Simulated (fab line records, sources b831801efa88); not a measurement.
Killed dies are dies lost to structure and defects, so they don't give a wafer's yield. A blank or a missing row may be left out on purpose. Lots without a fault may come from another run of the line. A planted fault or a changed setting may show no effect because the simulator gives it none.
fab line records | flow sky130
record lots=5 wafers=15 last_day=49
route steps=708 shown POLY_GATE@213 RES_PROTECT@214 LDD_N@237
lots that met no fault: from a run of the same line without faults
start_h: hours from the record's first day to the start of the lot's first wafer shown | wait_h: hours since the lot's step before | " the same as in the row above | L1.1+2: a row that stands for several wafers | - no value, or no start given | * or withheld: withheld | < > ~ a bound
route shown NAME@n: a module of which the file shows steps, and the number in the route of the first | usual: mean/standard deviation of fault-free wafers | same: alike in all rows | chamber/n: place in a boat | sites: the reading at each site | _std_site: their standard deviation | _edge_site: outer sites' mean less inner sites' | radius_mm: how far each site lies from the wafer's centre | mask NAME#n: copy n | behind: the tool/chamber that last shaped the wafer | hold: why the lot was held/for how many hours/how that ended | device: the transistor (n, p or np) that didn't switch | end of line: the same wafers' tests at the end of the route | a step without rows: its recipe alone | killed: dies lost to structure and defects at the first sort, not the wafer's yield | map: a wafer's dies, x killed, . not, _ none there
set.NAME: the setting as run; set.NAME@STEP: as run at that earlier step | model.NAME: the simulator's own value behind a step, which no gauge read
lots at some steps of the route; a table a step, a row a wafer
services: from which hour (start_h, from the record's first day; less than 0 if before it) a tool's chamber was out of use, for how many hours, and why
## steps
# step SKY_POLY_GATE_IMPLANT_02
# recipe species=P energy_kev=30 dose_cm2=7.7e+15 tilt_deg=0
# columns lot.wafer tool chamber start_h wait_h
L076.1+2+5 implanter-02 0 354.55 0.1
L078.2+3+6 implanter-04 0 375.43 0.1
L088.1+4+6 implanter-01 0 458.00 0.1
L093.4+5+6 implanter-02 0 509.83 0.1
L094.1+3+5 implanter-02 0 520.65 0.1
# step SKY_RES_PROTECT_STRIP_07
# recipe chemistry=O2/N2 power_w=1400 pressure_mtorr=1500 platen_temp_c=withheld o2_flow_sccm=3000 n2_flow_sccm=300 overash_fraction=0.5
# usual drypump_motor_current_A=5.6/0.55 oes_product_au=0.518/0.0045 strip_time_to_endpoint_s=23.29/0.045
# columns lot.wafer tool chamber start_h wait_h drypump_motor_current_A oes_product_au rf_hours_counter_h strip_time_to_endpoint_s
L076.1 plasma_asher-04 0 354.70 0.1 5.9 0.516 65 23.24
L076.2 " 1 " " 5.6 0.506 65 23.20
L076.5 " 1 " " 5.6 0.523 - 23.26
L078.2 plasma_asher-04 1 375.55 0.1 5.6 0.514 67 23.30
L078.3 " 0 " " 5.9 0.515 - 23.27
L078.6 " 0 " " 5.9 0.527 - 23.27
L088.1 plasma_asher-02 0 458.15 0.1 5.5 0.528 33 23.35
L088.4 " 1 " " 4.9 0.522 - 23.33
L088.6 " 1 " " 4.9 0.517 - 23.30
L093.4 plasma_asher-01 0 509.94 0.1 6.5 0.522 - 23.23
L093.5 " 0 " " 6.5 0.510 - 23.25
L093.6 " 1 " " 6.3 0.516 - 23.25
L094.1 plasma_asher-02 1 520.80 0.1 4.9 0.520 39 23.29
L094.3 " 0 " " 5.5 0.522 - 23.33
L094.5 " 0 " " 5.5 0.519 - 23.32
# step SKY_RES_PROTECT_TW_MEAS_08
# usual POLY_GATE_TW=4029/24
# columns lot.wafer tool chamber start_h wait_h POLY_GATE_TW
L076.1 film_metro-02 - 354.80 0.1 4022
L076.2 " - " " 4036
L076.5 " - " " 4028
L078.2 film_metro-02 - 375.66 0.1 4036
L078.3 " - " " 4042
L078.6 " - " " 4028
L088.1 film_metro-02 - 458.25 0.1 4001
L088.4 " - " " 4014
L088.6 " - " " 4015
L093.4 film_metro-01 - 510.03 0.1 4089
L093.5 " - " " 4053
L093.6 " - " " 4079
L094.1 film_metro-02 - 520.90 0.1 4056
L094.3 " - " " 4055
L094.5 " - " " 4066
# step SKY_RES_PROTECT_CLEAN_09
# recipe chemistry=SC1/SC2 mix=1:4:20 temp_c=70 time_s=150 dry=n2_spin
# same time_s=150
# columns lot.wafer tool chamber start_h wait_h
L076.1+2+5 wet_bench-04 1 354.86 0.1
L078.2+3+6 wet_bench-04 0 375.71 0.0
L088.1+4+6 wet_bench-04 1 458.31 0.1
L093.4+5+6 wet_bench-01 1 510.06 0.0
L094.1+3+5 wet_bench-03 0 520.96 0.1
# step SKY_POLY_GATE_CVD_03
# recipe material=Si3N4 precursor=DCS/NH3 target_thk_nm=75 temp_c=770 time_s=1290 pressure_mtorr=250
# usual zone_power_lower_pct=14.3/1.7
# same time_s=1290
# columns lot.wafer tool chamber start_h wait_h zone_power_lower_pct
L076.1 lpcvd-02 1 356.37 1.5 15.7
L076.2 " 1 " " 15.8
L076.5 " 1 " " 15.8
L078.2 lpcvd-02 1 375.76 0.0 15.8
L078.3 " 1 " " 15.4
L078.6 " 1 " " 15.8
L088.1 lpcvd-02 0 458.37 0.0 12.4
L088.4 " 0 " " 12.3
L088.6 " 0 " " 12.1
L093.4 lpcvd-02 1 510.51 0.4 15.7
L093.5 " 1 " " 15.8
L093.6 " 1 " " 15.8
L094.1 lpcvd-02 1 521.01 0.0 15.8
L094.3 " 1 " " 15.7
L094.5 " 1 " " 15.6
# step SKY_POLY_GATE_THK_MEAS_04
# recipe reads=Si3N4_of_POLY_GATE_CVD_03
# usual POLY_GATE_CVD_03_THK=75.0/0.63
# columns lot.wafer tool chamber start_h wait_h POLY_GATE_CVD_03_THK[nm]
L076.1 film_metro-01 - 357.73 0.0 75.2
L076.2 " - " " 75.4
L076.5 " - " " 75.5
L078.2 film_metro-02 - 377.81 0.0 75.7
L078.3 " - " " 75.7
L078.6 " - " " 75.9
L088.1 film_metro-01 - 459.73 0.0 74.2
L088.4 " - " " 73.8
L088.6 " - " " 74.2
L093.4 film_metro-01 - 511.90 0.0 75.2
L093.5 " - " " 75.5
L093.6 " - " " 75.2
L094.1 film_metro-01 - 522.37 0.0 75.0
L094.3 " - " " 75.4
L094.5 " - " " 74.8
# step SKY_POLY_GATE_DEHYDRATE_05
# recipe temp_c=200 time_s=60
# usual plate_temp_C=200.00/0.16
# same time_s=60
# columns lot.wafer tool chamber start_h wait_h plate_temp_C
L076.1 litho_track-03 0 370.58 12.8 200.00
L076.2 " 0 " " 200.11
L076.5 " 0 " " 199.79
L078.2 litho_track-02 0 391.61 13.8 200.08
L078.3 " 0 " " 199.97
L078.6 " 0 " " 200.32
L088.1 litho_track-02 0 474.83 15.1 199.88
L088.4 " 0 " " 199.98
L088.6 " 0 " " 200.14
L093.4 litho_track-04 0 526.48 14.6 200.03
L093.5 " 0 " " 200.03
L093.6 " 0 " " 199.67
L094.1 litho_track-04 0 537.10 14.7 199.98
L094.3 " 0 " " 199.95
L094.5 " 0 " " 199.95
# step SKY_POLY_GATE_HMDS_06
# recipe prime_time_s=60 prime_temp_c=120
# usual prime_temp_c=119.99/0.13
# columns lot.wafer tool chamber start_h wait_h prime_temp_c
L076.1 litho_track-03 0 370.73 0.1 119.85
L076.2 " 0 " " 119.93
L076.5 " 0 " " 119.86
L078.2 litho_track-02 0 391.76 0.1 120.11
L078.3 " 0 " " 120.18
L078.6 " 0 " " 119.98
L088.1 litho_track-02 0 474.98 0.1 120.09
L088.4 " 0 " " 120.04
L088.6 " 0 " " 120.29
L093.4 litho_track-04 0 526.63 0.1 119.96
L093.5 " 0 " " 119.91
L093.6 " 0 " " 120.12
L094.1 litho_track-04 0 537.25 0.1 120.07
L094.3 " 0 " " 119.95
L094.5 " 0 " " 120.12
# step SKY_POLY_GATE_COAT_07
# recipe resist=BARC temp_c=withheld time_s=withheld spin_rpm=3000 resist_thk_nm=110
# columns lot.wafer tool chamber start_h wait_h
L076.1+2+5 litho_track-03 0 370.88 0.1
L078.2+3+6 litho_track-02 0 391.91 0.1
L088.1+4+6 litho_track-02 0 475.13 0.1
L093.4+5+6 litho_track-04 0 526.78 0.1
L094.1+3+5 litho_track-04 0 537.40 0.1
# step SKY_POLY_GATE_COAT_08
# recipe resist=KrF-thick spin_rpm=3000 resist_thk_nm=450
# columns lot.wafer tool chamber start_h wait_h
L076.1+2+5 litho_track-03 0 - -
L078.2+3+6 litho_track-02 0 - -
L088.1+4+6 litho_track-02 0 - -
L093.4+5+6 litho_track-04 0 - -
L094.1+3+5 litho_track-04 0 - -
# step SKY_POLY_GATE_SOFTBAKE_09
# recipe temp_c=100 time_s=90 resist=KrF-thick
# usual plate_temp_C=100.00/0.13
# same time_s=90
# columns lot.wafer tool chamber start_h wait_h plate_temp_C
L076.1 litho_track-03 0 - - 100.08
L076.2 " 0 " " 100.25
L076.5 " 0 " " 100.17
L078.2 litho_track-02 0 - - 99.83
L078.3 " 0 " " 99.94
L078.6 " 0 " " 99.90
L088.1 litho_track-02 0 - - 100.12
L088.4 " 0 " " 99.98
L088.6 " 0 " " 99.88
L093.4 litho_track-04 0 - - 100.01
L093.5 " 0 " " 99.91
L093.6 " 0 " " 99.93
L094.1 litho_track-04 0 - - 99.97
L094.3 " 0 " " 100.13
L094.5 " 0 " " 100.04
# step SKY_POLY_GATE_EXPOSE_10
# recipe mask_id=P1M na=0.68 source_shape=conventional sigma_outer=0.6 target_cd_nm=150 dose_mj=28
# usual reticle_temp_C=23.04/0.11
# columns lot.wafer tool chamber start_h wait_h mask reticle_temp_C
L076.1 krf_scanner-02 0 - - P1M#0 22.75
L076.2 " 0 " " P1M#0 22.97
L076.5 " 0 " " P1M#0 22.93
L078.2 krf_scanner-02 0 - - P1M#0 22.95
L078.3 " 0 " " P1M#0 23.25
L078.6 " 0 " " P1M#0 23.07
L088.1 krf_scanner-01 0 - - P1M#0 23.14
L088.4 " 0 " " P1M#0 23.01
L088.6 " 0 " " P1M#0 23.16
L093.4 krf_scanner-01 0 - - P1M#0 22.96
L093.5 " 0 " " P1M#0 22.95
L093.6 " 0 " " P1M#0 22.85
L094.1 krf_scanner-01 0 - - P1M#0 23.06
L094.3 " 0 " " P1M#0 23.15
L094.5 " 0 " " P1M#0 23.15
# step SKY_POLY_GATE_PEB_11
# recipe peb_temp_c=withheld peb_time_s=withheld resist=KrF-thick
# columns lot.wafer tool chamber start_h wait_h
L076.1+2+5 litho_track-03 0 - -
L078.2+3+6 litho_track-03 0 - -
L088.1+4+6 litho_track-03 0 - -
L093.4+5+6 litho_track-03 0 - -
L094.1+3+5 litho_track-03 0 - -
# step SKY_POLY_GATE_DEVELOP_12
# recipe develop_time_s=60 resist=KrF-thick dev_temp_c=21
# columns lot.wafer tool chamber start_h wait_h
L076.1+2+5 litho_track-03 0 - -
L078.2+3+6 litho_track-03 0 - -
L088.1+4+6 litho_track-03 0 - -
L093.4+5+6 litho_track-03 0 - -
L094.1+3+5 litho_track-03 0 - -
# step SKY_POLY_GATE_CD_MEAS_13
# recipe target_cd_nm=150
# usual cd_nm=149.8/1.3
# columns lot.wafer tool chamber start_h wait_h cd_nm
L076.1 cd_sem-02 - 384.93 - 151.4
L076.2 " - " " 150.2
L076.5 " - " " 152.0
L078.2 cd_sem-01 - 407.15 - 151.5
L078.3 " - " " 152.4
L078.6 " - " " 151.3
L088.1 cd_sem-01 - 490.33 - 150.0
L088.4 " - " " 149.8
L088.6 " - " " 149.5
L093.4 cd_sem-02 - 542.34 - 149.1
L093.5 " - " " 149.9
L093.6 " - " " 149.1
L094.1 cd_sem-02 - 552.68 - 150.7
L094.3 " - " " 150.8
L094.5 " - " " 149.9
# step SKY_POLY_GATE_OVL_MEAS_14
# usual POLY_GATE_OVL=1/5.7
# columns lot.wafer tool chamber start_h wait_h POLY_GATE_OVL[nm]
L076.1 overlay-01 - 385.05 0.1 11
L076.2 " - " " 5
L076.5 " - " " 11
L078.2 overlay-01 - 407.26 0.1 0
L078.3 " - " " -5
L078.6 " - " " -1
L088.1 overlay-02 - 490.45 0.1 -4
L088.4 " - " " -6
L088.6 " - " " -7
L093.4 overlay-01 - 542.42 0.1 -6
L093.5 " - " " -5
L093.6 " - " " -11
L094.1 overlay-02 - 552.80 0.1 -12
L094.3 " - " " -2
L094.5 " - " " -3
# step SKY_POLY_GATE_ETCH_15
# recipe chemistry=N2/H2 target=BARC ion_energy_ev=200 source_w=500 bias_w=100 pressure_mtorr=30 n2_flow_sccm=100 h2_flow_sccm=200 stop_on=SiO2 time_s=118.5 target_depth_a=1100
# usual drypump_motor_current_A=5.98/0.28 oes_product_au=0.716/0.0045 throttle_valve_pct=13.213/0.0084
# same time_s=118.5
# columns lot.wafer tool chamber start_h wait_h drypump_motor_current_A oes_product_au rf_hours_counter_h throttle_valve_pct
L076.1 rie_diel-02 1 385.09 0.0 5.78 0.715 43 13.212
L076.2 " 0 " " 5.72 0.717 95 13.221
L076.5 " 3 " " 6.50 0.716 - 13.211
L078.2 rie_diel-01 0 407.29 0.0 5.62 0.713 93 13.207
L078.3 " 3 " " 6.23 0.712 83 13.219
L078.6 " 2 " " 5.62 0.723 - 13.212
L088.1 rie_diel-01 3 490.49 0.0 6.22 0.713 84 13.203
L088.4 " 2 " " 5.61 0.716 - 13.206
L088.6 " 3 " " 6.23 0.714 - 13.203
L093.4 rie_diel-03 3 542.48 0.1 6.00 0.722 - 13.209
L093.5 " 0 " " 5.84 0.718 - 13.211
L093.6 " 2 " " 6.40 0.723 - 13.208
L094.1 rie_diel-03 0 552.84 0.0 5.84 0.718 23 13.226
L094.3 " 2 " " 6.38 0.713 9 13.198
L094.5 " 1 " " 6.18 0.719 - 13.220
# step SKY_POLY_GATE_ETCH_16
# recipe stop_on=poly-Si chemistry=CH3F/O2 target=Si3N4 source_w=400 bias_w=80 pressure_mtorr=25 ch3f_flow_sccm=40 O2_flow_sccm=30 time_s=147.5 target_depth_a=750
# usual ch3f_flow_sccm=40.00/0.13 drypump_motor_current_A=5.96/0.28 oes_product_au=0.640/0.005 throttle_valve_pct=10.536/0.0087
# same time_s=147.5
# columns lot.wafer tool chamber start_h wait_h ch3f_flow_sccm drypump_motor_current_A oes_product_au rf_hours_counter_h throttle_valve_pct
L076.1 rie_diel-02 1 385.17 0.0 39.97 5.79 0.635 43 10.541
L076.2 " 0 " " 39.82 5.70 0.645 95 10.538
L076.5 " 3 " " 40.01 6.48 0.633 - 10.528
L078.2 rie_diel-01 0 407.37 0.0 40.10 5.66 0.642 93 10.548
L078.3 " 3 " " 39.80 6.21 0.639 83 10.533
L078.6 " 2 " " 40.00 5.61 0.648 - 10.543
L088.1 rie_diel-01 3 490.61 0.1 39.90 6.20 0.635 84 10.542
L088.4 " 2 " " 40.43 5.59 0.638 - 10.547
L088.6 " 3 " " 40.00 6.21 0.638 - 10.535
L093.4 rie_diel-03 3 542.57 0.0 40.07 6.00 0.632 - 10.523
L093.5 " 0 " " 40.06 5.84 0.635 - 10.535
L093.6 " 2 " " 40.15 6.35 0.648 - 10.535
L094.1 rie_diel-03 0 552.92 0.0 39.96 5.83 0.648 23 10.537
L094.3 " 2 " " 39.97 6.39 0.636 9 10.530
L094.5 " 1 " " 39.96 6.17 0.634 - 10.546
# step SKY_POLY_GATE_ETCH_17
# recipe target_depth_nm=180 stop_on=SiO2 over_etch_frac=0.56667 chemistry=HBr/Cl2 target=poly-Si icp_w=400 bias_w=100 pressure_mtorr=10 HBr_flow_sccm=150 Cl2_flow_sccm=50 time_s=70.5
# usual drypump_motor_current_A=5.6/0.48 oes_product_au=0.985/0.0069 throttle_valve_pct=33.684/0.0089
# same time_s=70.5
# columns lot.wafer tool chamber start_h wait_h drypump_motor_current_A oes_product_au rf_hours_counter_h throttle_valve_pct
L076.1 rie_si-01 0 385.27 0.0 4.7 0.996 3 33.662
L076.2 " 3 " " 5.5 0.994 52 33.697
L076.5 " 0 " " 4.7 0.993 - 33.686
L078.2 rie_si-01 3 407.47 0.0 5.6 0.982 53 33.668
L078.3 " 0 " " 4.8 0.993 4 33.674
L078.6 " 1 " " 6.2 0.993 - 33.679
L088.1 rie_si-01 3 490.76 0.1 5.6 0.967 53 33.682
L088.4 " 2 " " 5.3 0.971 3 33.696
L088.6 " 2 " " 5.3 0.986 - 33.688
L093.4 rie_si-02 3 542.62 0.0 6.0 0.992 2 33.674
L093.5 " 1 " " 5.9 0.984 - 33.700
L093.6 " 2 " " 5.9 0.985 - 33.693
L094.1 rie_si-02 2 553.02 0.0 5.9 0.975 0 33.683
L094.3 " 3 " " 6.1 0.980 3 33.678
L094.5 " 2 " " 5.9 0.982 - 33.678
# step SKY_POLY_GATE_STRIP_18
# recipe chemistry=O2/N2 power_w=1400 pressure_mtorr=1500 platen_temp_c=withheld o2_flow_sccm=3000 n2_flow_sccm=288.5 overash_fraction=0.5
# usual drypump_motor_current_A=6.00/0.29 oes_product_au=0.361/0.0051 strip_time_to_endpoint_s=3.17/0.041
# columns lot.wafer tool chamber start_h wait_h drypump_motor_current_A oes_product_au rf_hours_counter_h strip_time_to_endpoint_s
L076.1 plasma_asher-01 1 385.33 0.0 6.28 0.360 58 3.12
L076.2 " 0 " " 6.43 0.361 58 3.14
L076.5 " 1 " " 6.28 0.358 - 3.10
L078.2 plasma_asher-01 0 407.53 0.0 6.41 0.358 60 3.18
L078.3 " 1 " " 6.26 0.360 - 3.08
L078.6 " 1 " " 6.28 0.364 - 3.13
L088.1 plasma_asher-04 1 490.82 0.0 5.55 0.357 79 3.12
L088.4 " 0 " " 5.95 0.357 - 3.15
L088.6 " 0 " " 5.95 0.362 - 3.16
L093.4 plasma_asher-03 0 542.71 0.1 5.90 0.366 - 3.27
L093.5 " 1 " " 6.16 0.357 - 3.21
L093.6 " 0 " " 5.91 0.364 - 3.21
L094.1 plasma_asher-04 1 553.07 0.0 5.54 0.358 85 3.15
L094.3 " 0 " " 5.95 0.362 - 3.18
L094.5 " 1 " " 5.53 0.367 - 3.15
# step SKY_POLY_GATE_CLEAN_19
# recipe chemistry=SC1/SC2 mix=1:4:20 temp_c=70 time_s=150 dry=n2_spin
# same time_s=150
# columns lot.wafer tool chamber start_h wait_h
L076.1+2+5 wet_bench-03 2 385.43 0.1
L078.2+3+6 wet_bench-04 2 407.63 0.1
L088.1+4+6 wet_bench-03 0 490.92 0.1
L093.4+5+6 wet_bench-02 1 542.77 0.0
L094.1+3+5 wet_bench-02 1 553.17 0.1
# step SKY_POLY_GATE_OXIDATION_20
# recipe temp_c=850 ambient=O2 stabilise_s=600 purge_s=300 target_thk_a=40 ox_time_s=899
# usual zone_power_lower_pct=16.3/1.6
# same ox_time_s=899 stabilise_s=600
# columns lot.wafer tool chamber start_h wait_h zone_power_lower_pct
L076.1 furnace-02 0 387.26 1.8 18.2
L076.2 " 0 " " 18.1
L076.5 " 0 " " 18.3
L078.2 furnace-02 0 407.68 0.0 18.5
L078.3 " 0 " " 18.2
L078.6 " 0 " " 18.4
L088.1 furnace-02 0 490.97 0.0 18.0
L088.4 " 0 " " 18.2
L088.6 " 0 " " 18.5
L093.4 furnace-01 0 543.14 0.3 15.0
L093.5 " 0 " " 15.1
L093.6 " 0 " " 14.9
L094.1 furnace-01 0 553.83 0.6 15.0
L094.3 " 0 " " 14.9
L094.5 " 0 " " 14.8
# step SKY_POLY_GATE_THK_MEAS_21
# recipe reads=SiO2_of_POLY_GATE_OXIDATION_20
# usual POLY_GATE_OXIDATION_THK=3.99/0.072
# columns lot.wafer tool chamber start_h wait_h POLY_GATE_OXIDATION_THK[nm]
L076.1 film_metro-02 - 388.51 0.0 4.08
L076.2 " - " " 4.20
L076.5 " - " " 4.02
L078.2 film_metro-04 - 408.94 0.0 3.87
L078.3 " - " " 3.89
L078.6 " - " " 3.97
L088.1 film_metro-04 - 492.22 0.0 3.87
L088.4 " - " " 3.95
L088.6 " - " " 3.93
L093.4 film_metro-04 - 544.42 0.0 4.04
L093.5 " - " " 4.07
L093.6 " - " " 4.02
L094.1 film_metro-01 - 555.08 0.0 4.09
L094.3 " - " " 4.07
L094.5 " - " " 4.09
# step SKY_POLY_GATE_CD_MEAS_22
# usual cd_nm=149.1/2.5
# columns lot.wafer tool chamber start_h wait_h cd_nm
L076.1 cd_sem-01 - 388.57 0.1 149.6
L076.2 " - " " 148.8
L076.5 " - " " 150.0
L078.2 cd_sem-01 - 409.01 0.1 150.1
L078.3 " - " " 149.8
L078.6 " - " " 151.9
L088.1 cd_sem-01 - 492.28 0.1 150.5
L088.4 " - " " 151.7
L088.6 " - " " 149.9
L093.4 cd_sem-01 - 544.53 0.1 147.2
L093.5 " - " " 150.1
L093.6 " - " " 151.7
L094.1 cd_sem-01 - 555.14 0.1 151.7
L094.3 " - " " 153.4
L094.5 " - " " 152.1
# step SKY_LDD_N_DEHYDRATE_00
# recipe temp_c=200 time_s=60
# usual plate_temp_C=200.00/0.19
# same time_s=60
# columns lot.wafer tool chamber start_h wait_h plate_temp_C
L076.1 litho_track-04 0 402.65 14.1 199.70
L076.2 " 0 " " 199.73
L076.5 " 0 " " 200.03
L078.2 litho_track-01 0 424.23 15.2 200.16
L078.3 " 0 " " 200.31
L078.6 " 0 " " 200.32
L088.1 litho_track-02 0 507.13 14.8 200.23
L088.4 " 0 " " 200.00
L088.6 " 0 " " 200.04
L093.4 litho_track-01 0 558.63 14.1 199.95
L093.5 " 0 " " 199.97
L093.6 " 0 " " 199.83
L094.1 litho_track-02 0 569.23 14.1 199.85
L094.3 " 0 " " 199.95
L094.5 " 0 " " 199.92
# step SKY_LDD_N_HMDS_01
# recipe prime_time_s=60 prime_temp_c=120
# usual prime_temp_c=120.00/0.15
# columns lot.wafer tool chamber start_h wait_h prime_temp_c
L076.1 litho_track-04 0 402.80 0.1 119.95
L076.2 " 0 " " 119.61
L076.5 " 0 " " 119.90
L078.2 litho_track-01 0 424.38 0.1 120.04
L078.3 " 0 " " 120.24
L078.6 " 0 " " 120.02
L088.1 litho_track-02 0 507.28 0.1 120.38
L088.4 " 0 " " 120.13
L088.6 " 0 " " 120.06
L093.4 litho_track-01 0 558.78 0.1 120.10
L093.5 " 0 " " 119.95
L093.6 " 0 " " 120.07
L094.1 litho_track-02 0 569.38 0.1 120.14
L094.3 " 0 " " 120.02
L094.5 " 0 " " 120.13
# step SKY_LDD_N_COAT_02
# recipe resist=NOVOLAK spin_rpm=3000 resist_thk_nm=300
# columns lot.wafer tool chamber start_h wait_h
L076.1+2+5 litho_track-04 0 402.95 0.1
L078.2+3+6 litho_track-01 0 424.53 0.1
L088.1+4+6 litho_track-02 0 507.43 0.1
L093.4+5+6 litho_track-01 0 558.93 0.1
L094.1+3+5 litho_track-02 0 569.53 0.1
# step SKY_LDD_N_SOFTBAKE_03
# recipe temp_c=90 time_s=60 resist=NOVOLAK
# usual plate_temp_C=90.00/0.13
# same time_s=60
# columns lot.wafer tool chamber start_h wait_h plate_temp_C
L076.1 litho_track-04 0 403.10 0.1 89.96
L076.2 " 0 " " 89.84
L076.5 " 0 " " 90.13
L078.2 litho_track-01 0 424.68 0.1 89.90
L078.3 " 0 " " 90.02
L078.6 " 0 " " 90.15
L088.1 litho_track-02 0 507.58 0.1 90.01
L088.4 " 0 " " 89.81
L088.6 " 0 " " 90.10
L093.4 litho_track-01 0 559.08 0.1 90.31
L093.5 " 0 " " 90.37
L093.6 " 0 " " 90.16
L094.1 litho_track-02 0 569.68 0.1 89.91
L094.3 " 0 " " 89.84
L094.5 " 0 " " 90.03
# step SKY_LDD_N_EXPOSE_04
# recipe mask_id=NTM target_cd_nm=840 na=0.6 source_shape=conventional sigma_outer=0.6 dose_mj=110
# usual reticle_temp_C=23.02/0.11
# columns lot.wafer tool chamber start_h wait_h mask reticle_temp_C
L076.1 iline_stepper-01 0 - - NTM#0 23.17
L076.2 " 0 " " NTM#0 23.17
L076.5 " 0 " " NTM#0 23.14
L078.2 iline_stepper-02 0 - - NTM#0 23.02
L078.3 " 0 " " NTM#0 22.93
L078.6 " 0 " " NTM#0 23.07
L088.1 iline_stepper-01 0 - - NTM#0 22.99
L088.4 " 0 " " NTM#0 23.07
L088.6 " 0 " " NTM#0 22.91
L093.4 iline_stepper-01 0 - - NTM#0 22.98
L093.5 " 0 " " NTM#0 22.98
L093.6 " 0 " " NTM#0 22.94
L094.1 iline_stepper-01 0 - - NTM#0 22.77
L094.3 " 0 " " NTM#0 23.01
L094.5 " 0 " " NTM#0 23.04
# step SKY_LDD_N_PEB_05
# recipe temp_c=withheld time_s=* resist=NOVOLAK
# same time_s=*
# columns lot.wafer tool chamber start_h wait_h
L076.1+2+5 litho_track-04 0 - -
L078.2+3+6 litho_track-01 0 - -
L088.1+4+6 litho_track-02 0 - -
L093.4+5+6 litho_track-04 0 - -
L094.1+3+5 litho_track-01 0 - -
# step SKY_LDD_N_DEVELOP_06
# recipe develop_time_s=60 dev_temp_c=23
# columns lot.wafer tool chamber start_h wait_h
L076.1+2+5 litho_track-04 0 417.95 0.1
L078.2+3+6 litho_track-01 0 439.78 0.1
L088.1+4+6 litho_track-02 0 522.23 0.1
L093.4+5+6 litho_track-04 0 573.93 0.1
L094.1+3+5 litho_track-01 0 584.50 0.1
# step SKY_LDD_N_OVL_MEAS_07
# usual LDD_N_OVL=-0.1/1.3
# columns lot.wafer tool chamber start_h wait_h LDD_N_OVL[nm]
L076.1 overlay-02 - 418.10 0.1 -0.1
L076.2 " - " " -0.2
L076.5 " - " " -1.4
L078.2 overlay-02 - 439.91 0.1 1.9
L078.3 " - " " 1.3
L078.6 " - " " 2.0
L088.1 overlay-02 - 522.38 0.1 -1.9
L088.4 " - " " -0.1
L088.6 " - " " -1.4
L093.4 overlay-01 - 574.02 0.1 -1.2
L093.5 " - " " -0.8
L093.6 " - " " -1.0
L094.1 overlay-02 - 584.65 0.1 1.6
L094.3 " - " " 1.3
L094.5 " - " " 1.3
# step SKY_LDD_N_IMPLANT_08
# recipe species=As energy_kev=20 dose_cm2=7.5e+13 tilt_deg=withheld rotation_deg=23
# columns lot.wafer tool chamber start_h wait_h
L076.1+2+5 implanter-04 0 418.14 0.0
L078.2+3+6 implanter-01 0 439.96 0.0
L088.1+4+6 implanter-03 0 522.42 0.0
L093.4+5+6 implanter-03 0 574.11 0.1
L094.1+3+5 implanter-01 0 584.69 0.0
# step SKY_LDD_N_IMPLANT_09
# recipe species=As energy_kev=20 dose_cm2=7.5e+13 tilt_deg=withheld rotation_deg=113
# columns lot.wafer tool chamber start_h wait_h
L076.1+2+5 implanter-04 0 418.29 0.1
L078.2+3+6 implanter-01 0 440.11 0.1
L088.1+4+6 implanter-03 0 522.57 0.1
L093.4+5+6 implanter-03 0 574.26 0.1
L094.1+3+5 implanter-01 0 584.84 0.1
# step SKY_LDD_N_IMPLANT_10
# recipe species=As energy_kev=20 dose_cm2=7.5e+13 tilt_deg=withheld rotation_deg=203
# columns lot.wafer tool chamber start_h wait_h
L076.1+2+5 implanter-04 0 418.44 0.1
L078.2+3+6 implanter-01 0 440.26 0.1
L088.1+4+6 implanter-03 0 522.72 0.1
L093.4+5+6 implanter-03 0 574.41 0.1
L094.1+3+5 implanter-01 0 584.99 0.1
## services
# columns tool chamber start_h hours kind
krf_scanner-01 - 334.80 3.2 repair
wet_bench-04 - 334.83 1.9 repair
implanter-02 - 335.53 3.9 pm
implanter-03 - 336.08 6.9 pm
furnace-02 - 342.49 3.7 pm
implanter-04 - 359.48 2.2 repair
plasma_asher-01 - 375.27 1.5 repair
rie_diel-01 - 398.76 0.3 repair
implanter-03 - 399.10 2.0 repair
iline_stepper-01 - 415.61 4.1 repair
rie_diel-01 - 416.11 2.8 pm
plasma_asher-04 - 417.90 3.9 repair
implanter-01 - 426.83 2.1 pm
implanter-04 - 435.78 6.7 repair
implanter-04 - 439.21 5.5 repair
rie_diel-01 - 439.75 0.6 repair
rie_diel-03 - 451.11 2.8 repair
implanter-01 - 480.23 3.6 repair
rie_diel-01 1 486.79 6.0 repair
iline_stepper-01 - 502.61 1.7 pm
iline_stepper-01 - 510.07 3.8 repair
rie_diel-03 1 534.50 16.3 repair
rie_diel-03 3 558.28 3.9 repair
implanter-01 - 576.89 5.4 pm
## key
fault none
